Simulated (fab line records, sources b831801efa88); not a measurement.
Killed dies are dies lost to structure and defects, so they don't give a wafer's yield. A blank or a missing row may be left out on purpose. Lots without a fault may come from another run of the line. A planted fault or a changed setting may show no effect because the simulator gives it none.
A struck lot beside a sound one | flow sky130 | 15 steps out of a route of 708
Sound: wafers L758.1, L758.4, L758.5. Struck: wafers L746.2, L746.4, L746.5. The cause comes at the end.
At each step with rows: each side's tool, then ch and its chambers, then its first start. Under that, the readings that differ: sound wafers | struck wafers | difference of the means | sigmas: that difference in standard deviations of wafers without a fault.
alike: readings whose means differ by less than 2 such deviations, and words and numbers that are the same on both sides. not compared: withheld readings, readings that some wafer has no value for, bounds like >300 that may hide the same value, and numbers for which the record gives no deviation and whose values overlap.
The two part at a step that has a row with sigmas, a row that says differs or no value, or rows on one side only. Numbers that don't overlap but have no deviation are shown without sigmas and don't part them. A reading that every wafer of one side lacks parts them only if that side has two wafers or more.

first, 3 steps without rows for these wafers: SKY_GATE_OXIDE_EXPOSE_07 (exposes mask LVOM, target cd 600 nm); SKY_GATE_OXIDE_PEB_08; SKY_GATE_OXIDE_DEVELOP_09 (develop time 62.48 s).
SKY_GATE_OXIDE_OVL_MEAS_10:
  sound on overlay-01, day 20 07:08; struck on overlay-02, day 15 16:23
  alike: GATE_OXIDE_OVL
then, 2 steps without rows for these wafers: SKY_GATE_OXIDE_IMPLANT_11; SKY_GATE_OXIDE_WET_ETCH_12 (etches SiO2 in dHF, target depth 16.8 nm, time 336 s).
SKY_GATE_OXIDE_STRIP_13: strips in O2/N2.
  sound on plasma_asher-01 ch 0,1, day 20 07:27; struck on plasma_asher-04 ch 0,1, day 15 16:40
  alike: drypump_motor_current_A, n2_flow_sccm, oes_product_au, strip_time_to_endpoint_s
  not compared: rf_hours_counter_h
SKY_GATE_OXIDE_TW_MEAS_14:
  sound on film_metro-04, day 20 07:33; struck on film_metro-04, day 15 16:47
  alike: GATE_OXIDE_TW
then, 3 steps without rows for these wafers: SKY_GATE_OXIDE_CLEAN_15 (cleans in SC1/SC2, time 150 s); SKY_GATE_OXIDE_OXIDATION_16 (stabilise 600 s, purge 300 s, target thk 3.57 nm); SKY_POLY_GATE_CVD_00 (deposits poly-Si, target thk 180 nm, time 720 s).
SKY_POLY_GATE_THK_MEAS_01:
  sound on film_metro-02, day 20 10:43; struck on film_metro-03, day 15 20:37
  reading                   | sound             | struck            | difference | sigmas
  POLY_GATE_CVD_00_THK (nm) | 176.9 176.0 176.6 | 179.2 180.6 179.4 | +3.2       | +2
SKY_RES_PROTECT_DEHYDRATE_00: time 60 s.
  sound on litho_track-01 ch 0, day 21 01:02; struck on litho_track-01 ch 0, day 16 10:31
  reading                  | sound                | struck               | difference | sigmas
  heater_power_total_W (W) | 160.48 160.30 160.31 | 157.04 157.29 157.14 | -3.21      | -25
  plate_temp_C (C)         | 199.84 199.81 200.04 | 196.67 196.68 196.91 | -3.14      | -20
then, 1 step without rows for these wafers: SKY_RES_PROTECT_HMDS_01 (prime time 60 s).
-- the record jumps here: 31 days lie between the struck wafers' starts before and after (it left off in module RES_PROTECT and takes up again in module PAD_OPEN, whose first step shown is number 708 of the route) --
SKY_PAD_OPEN_PROBE_99:
  sound on prober-01, day 50 02:00; struck on prober-01, day 47 05:10
  alike: killed_at_M0_to_M3, killed_at_M4_up, killed_at_contacts, killed_at_front_end, killed_at_other, killed_dies, killed_open, killed_short

WHERE THEY PART
First at SKY_POLY_GATE_THK_MEAS_01; last, within this record, at SKY_RES_PROTECT_DEHYDRATE_00. Later steps at which nothing parts them and some readings are alike: SKY_PAD_OPEN_PROBE_99.

WHY: what the simulator had put in
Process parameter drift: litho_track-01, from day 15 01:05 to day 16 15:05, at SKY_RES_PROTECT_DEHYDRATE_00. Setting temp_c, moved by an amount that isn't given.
